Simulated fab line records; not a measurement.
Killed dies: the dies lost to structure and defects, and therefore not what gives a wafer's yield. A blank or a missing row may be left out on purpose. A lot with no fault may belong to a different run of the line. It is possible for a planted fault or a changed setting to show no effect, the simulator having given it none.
Comparing a struck lot with a sound one ; flow sky130 ; 16 out of 708 route steps
Sound: these wafers, L379.1, L379.5, L379.6. The struck wafers were L384.1, L384.2, L384.3. The cause is given at the end.
Each step with rows lists, per side, the tool, then ch with its chambers, then its first start. Under that, the readings that differ: sound wafers ; struck wafers ; difference of the means ; sigmas: that difference in standard deviations of wafers without a fault.
alike: a reading whose means differ by less than 2 such deviations, as well as words and numbers matching on both sides. not compared: withheld readings; readings where some wafer has no value; bounds like >300 that might hide an equal value; numbers whose values overlap and for which the record gives no deviation.
The two part at a step that has a row with sigmas, a row that says differs or no value, or rows on one side only. Non-overlapping numbers with no deviation appear without sigmas and do not part them. Lack of a reading on every wafer of one side parts them only where that side has two or more wafers.

first, 5 steps without rows for these wafers: SKY_SONOS_TUNNEL_COAT_02 (resist thk 1140 nm); SKY_SONOS_TUNNEL_SOFTBAKE_03 (time 60 s); SKY_SONOS_TUNNEL_EXPOSE_04 (exposes mask TUNM, target cd 410 nm); SKY_SONOS_TUNNEL_PEB_05; SKY_SONOS_TUNNEL_DEVELOP_06 (develop time 60 s).
SKY_SONOS_TUNNEL_CD_MEAS_07: target cd 410 nm.
  sound on cd-sem-02 at day 14 21:01; struck on cd-sem-02 at day 16 06:24
  alike: cd-nm
SKY_SONOS_TUNNEL_OVL_MEAS_08:
  sound on overlay-02 at day 14 21:08; struck on overlay-02 at day 16 06:31
  alike: SONOS_TUNNEL_OVL
then, 3 steps without rows for these wafers: SKY_SONOS_TUNNEL_IMPLANT_09; SKY_SONOS_TUNNEL_WET_ETCH_10 (etches SiO2 in dHF, target depth 14 nm, time 280 s); SKY_SONOS_TUNNEL_STRIP_11 (strips in SPM, time 600 s).
SKY_SONOS_TUNNEL_TW_MEAS_12:
  sound on film-metro-01 at day 14 21:37; struck on film-metro-02 at day 16 07:00
  alike: SONOS_TUNNEL_TW
then, 1 step without rows for these wafers: SKY_SONOS_TUNNEL_CLEAN_13 (cleans in dHF, time 20 s).
SKY_SONOS_ONO_OXIDATION_00: stabilise 600 s, purge 300 s, target thk 2.6 nm.
  sound on furnace-02 ch 0, day 14 23:42; struck on furnace-02 ch 0, day 16 08:16
reading;sound;struck;difference;sigmas
model.SiO2_of_SONOS_ONO_OXIDATION_00.thk-nm (nm);2.66 2.617 2.626;3.399 3.364 3.452;+0.771;
  alike: ox-temp-c-max, zone-power-centre-pct
SKY_SONOS_ONO_THK_MEAS_01:
  sound on film-metro-03 at day 15 01:03; struck on film-metro-02 at day 16 09:37
reading;sound;struck;difference;sigmas
SONOS_ONO_OXIDATION_THK (nm);2.68 2.63 2.60;3.38 3.35 3.43;+0.75;+13
then, 1 step without rows for these wafers: SKY_SONOS_ONO_CVD_02 (deposits Si3N4 from DCS/NH3, target thk 10.5 nm, time 180 s).
-- the record jumps here: 33 days lie between the struck wafers' starts before and after (it left off in module SONOS_ONO and takes up again in module PAD_OPEN, whose first step shown is number 708 of the route) --
SKY_PAD_OPEN_PROBE_99:
  sound on prober-02 at day 48 14:46; struck on prober-01 at day 49 13:55
reading;sound;struck;difference;sigmas
model.etest.sonos-erased.drive-ua-um;156.3 232.5 207;22.14 24.68 21.02;-175.99;
model.etest.sonos-uncharged.r-on-ohm-um;796.5 795.4 809.9;842.6 829.9 848.6;+39.8;
model.etest.sonos-erased.vt-v (V);-2.224 -2.342 -2.334;-0.413 -0.4466 -0.3968;+1.881;
model.etest.cap-ono.gate-log10-a-cm2;-8.015 -7.89 -7.898;-8.88 -8.72 -9.11;-0.97;
model.etest.cap-ono.gate-bv-v (V);16.44 16.44 16.25;17.51 17.16 17.23;+0.92;
model.etest.cap-ono.tox-acc-nm (nm);12.88 12.88 12.78;13.64 13.48 13.74;+0.77;
model.etest.sonos-programmed.vt-v (V);1.464 1.469 1.526;1.091 1.182 1.047;-0.380;
model.etest.sonos-baked.vt-less-v (V);-0.5323 -0.4959 -0.5234;-0.2092 -0.299 -0.2392;+0.2681;
  alike: killed_at_M0_to_M3, killed_at_M4_up, killed-at-contacts, killed-at-front-end, killed-at-other, killed-dies, killed-open, killed-short

== WHERE THEY PART ==
Only at SKY_SONOS_ONO_THK_MEAS_01, within this record. Later steps at which nothing parts them and some readings are alike: SKY_PAD_OPEN_PROBE_99.

WHY: what had been put in by the simulator
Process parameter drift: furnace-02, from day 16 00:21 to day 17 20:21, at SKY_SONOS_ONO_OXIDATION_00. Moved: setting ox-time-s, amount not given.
